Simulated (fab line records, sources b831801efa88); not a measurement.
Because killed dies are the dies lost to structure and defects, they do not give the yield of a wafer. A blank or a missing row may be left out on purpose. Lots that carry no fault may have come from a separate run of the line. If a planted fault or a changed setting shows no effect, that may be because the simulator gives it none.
Which tool was responsible? / flow sky130 / 14 lots, 42 wafers sampled, at 3 steps of a route of 708

== WHAT EACH GAUGE READ, for each wafer ==
SKY_NWELL_TW_MEAS_15. Usual: for NWELL_TW the level is 1807 and the standard deviation is 13.
lot=L768; measured=day 4 13:25; on=filmMetro-04; NWELL_TW=1811 1807 1820; flag=
lot=L769; measured=day 4 19:58; on=filmMetro-01; NWELL_TW=1796 1799 1799; flag=
lot=L770; measured=day 5 00:34; on=filmMetro-01; NWELL_TW=1785 1792 1786; flag=
lot=L771; measured=day 5 08:19; on=filmMetro-01; NWELL_TW=1776 1791 1785; flag=
lot=L772; measured=day 5 15:25; on=filmMetro-02; NWELL_TW=1814 1813 1819; flag=
lot=L773; measured=day 5 17:29; on=filmMetro-04; NWELL_TW=1805 1806 1804; flag=
lot=L774; measured=day 5 21:16; on=filmMetro-02; NWELL_TW=1818 1812 1816; flag=
lot=L775; measured=day 6 03:14; on=filmMetro-02; NWELL_TW=1819 1830 1824; flag=
lot=L776; measured=day 6 09:53; on=filmMetro-01; NWELL_TW=1789 1796 1805; flag=
lot=L779; measured=day 7 04:13; on=filmMetro-01; NWELL_TW=1775 1779 1789; flag=
lot=L780; measured=day 7 13:56; on=filmMetro-02; NWELL_TW=2812 2820 2815; flag=OFF
lot=L781; measured=day 7 20:49; on=filmMetro-04; NWELL_TW=2797 2775 2789; flag=OFF
lot=L782; measured=day 8 13:55; on=filmMetro-02; NWELL_TW=2791 2775 2782; flag=OFF
lot=L783; measured=day 8 14:54; on=filmMetro-02; NWELL_TW=2787 2785 2781; flag=OFF

SKY_NWELL_RS_MEAS_29: uses a four-point probe to measure. Usual: for NWELL_RS the level is 624.6 ohm/sq and the standard deviation is 1.5.
lot=L768; measured=day 5 07:26; on=filmMetro-04; NWELL_RS (ohm/sq)=625.0 627.2 626.1; flag=
lot=L769; measured=day 5 13:47; on=filmMetro-02; NWELL_RS (ohm/sq)=625.2 623.8 624.6; flag=
lot=L770; measured=day 5 18:04; on=filmMetro-02; NWELL_RS (ohm/sq)=624.1 625.1 623.8; flag=
lot=L771; measured=day 6 00:33; on=filmMetro-02; NWELL_RS (ohm/sq)=623.2 624.4 623.2; flag=
lot=L772; measured=day 6 08:04; on=filmMetro-04; NWELL_RS (ohm/sq)=623.4 623.4 623.3; flag=
lot=L773; measured=day 6 10:57; on=filmMetro-04; NWELL_RS (ohm/sq)=624.3 623.6 623.9; flag=
lot=L774; measured=day 6 15:53; on=filmMetro-02; NWELL_RS (ohm/sq)=625.0 625.5 622.4; flag=
lot=L775; measured=day 6 23:27; on=filmMetro-01; NWELL_RS (ohm/sq)=622.4 622.8 621.7; flag=
lot=L776; measured=day 7 06:14; on=filmMetro-02; NWELL_RS (ohm/sq)=624.5 625.0 624.2; flag=
lot=L779; measured=day 8 00:50; on=filmMetro-04; NWELL_RS (ohm/sq)=625.5 625.7 624.9; flag=
lot=L780; measured=day 8 10:04; on=filmMetro-04; NWELL_RS (ohm/sq)=840.3 840.8 839.3; flag=OFF
lot=L781; measured=day 8 18:21; on=filmMetro-01; NWELL_RS (ohm/sq)=838.8 839.5 837.7; flag=OFF
lot=L782; measured=day 9 11:43; on=filmMetro-02; NWELL_RS (ohm/sq)=835.5 836.6 837.0; flag=OFF
lot=L783; measured=day 9 13:17; on=filmMetro-01; NWELL_RS (ohm/sq)=837.9 839.7 840.1; flag=OFF

== TOOL THAT RAN EACH LOT (tool first, then ch and the chambers of the sampled wafers, then the start) ==
lot=L768; SKY_NWELL_IMPLANT_11=implanter-01 ch 0, day 4 12:52
lot=L769; SKY_NWELL_IMPLANT_11=implanter-03 ch 0, day 4 19:25
lot=L770; SKY_NWELL_IMPLANT_11=implanter-04 ch 0, day 5 00:01
lot=L771; SKY_NWELL_IMPLANT_11=implanter-04 ch 0, day 5 07:47
lot=L772; SKY_NWELL_IMPLANT_11=implanter-01 ch 0, day 5 14:52
lot=L773; SKY_NWELL_IMPLANT_11=implanter-04 ch 0, day 5 16:56
lot=L774; SKY_NWELL_IMPLANT_11=implanter-01 ch 0, day 5 20:43
lot=L775; SKY_NWELL_IMPLANT_11=implanter-01 ch 0, day 6 02:34
lot=L776; SKY_NWELL_IMPLANT_11=implanter-01 ch 0, day 6 09:21
lot=L779; SKY_NWELL_IMPLANT_11=implanter-01 ch 0, day 7 03:40
lot=L780; SKY_NWELL_IMPLANT_11=implanter-04 ch 0, day 7 13:25
lot=L781; SKY_NWELL_IMPLANT_11=implanter-03 ch 0, day 7 20:17
lot=L782; SKY_NWELL_IMPLANT_11=implanter-01 ch 0, day 8 13:22
lot=L783; SKY_NWELL_IMPLANT_11=implanter-01 ch 0, day 8 14:23
- SKY_NWELL_IMPLANT_11

== AS READ BY THE TOOLS THEMSELVES (means over the sampled wafers that have a number; for cases with no such wafer, the mark the record gives instead) ==
SKY_NWELL_IMPLANT_11. Usual: beamEnergyKeV at 399.98, with a standard deviation of 0.14.
lot=L768 tool=implanter-01 beamEnergyKeV=399.88 flag=
lot=L769 tool=implanter-03 beamEnergyKeV=400.01 flag=
lot=L770 tool=implanter-04 beamEnergyKeV=399.78 flag=
lot=L771 tool=implanter-04 beamEnergyKeV=400.06 flag=
lot=L772 tool=implanter-01 beamEnergyKeV=400.03 flag=
lot=L773 tool=implanter-04 beamEnergyKeV=400.25 flag=
lot=L774 tool=implanter-01 beamEnergyKeV=400.09 flag=
lot=L775 tool=implanter-01 beamEnergyKeV=399.83 flag=
lot=L776 tool=implanter-01 beamEnergyKeV=399.81 flag=
lot=L779 tool=implanter-01 beamEnergyKeV=399.96 flag=
lot=L780 tool=implanter-04 beamEnergyKeV=400.07 flag=
lot=L781 tool=implanter-03 beamEnergyKeV=399.82 flag=
lot=L782 tool=implanter-01 beamEnergyKeV=400.09 flag=
lot=L783 tool=implanter-01 beamEnergyKeV=400.00 flag=

== THE ANSWER, worked out from the rows above alone ==
Rule: a lot is off if the mean of its wafers that have a number lies more than 3 standard deviations from the usual mean. A lot without any number at a reading at which 4 lots or more have one is off too. All remaining lots with rows at the step are treated as sound. Order of review: gauges by route order, followed by the tools' own readings, for which a lot's mean as printed above is used. The first step at which some lot is off is used, and at that step the reading that is off furthest; a lot without a number counts as furthest.
Off: L780, L781, L782, L783, seen at SKY_NWELL_TW_MEAS_15 (NWELL_TW).
A tool fits if, at a process step before that reading, it ran every lot that is off, and no sound lot after the first of them. Those tools and the gauges at SKY_NWELL_TW_MEAS_15 are tried in the same way. Of those tried, none fits.

== WHAT THE SIMULATOR HAD PUT IN ==
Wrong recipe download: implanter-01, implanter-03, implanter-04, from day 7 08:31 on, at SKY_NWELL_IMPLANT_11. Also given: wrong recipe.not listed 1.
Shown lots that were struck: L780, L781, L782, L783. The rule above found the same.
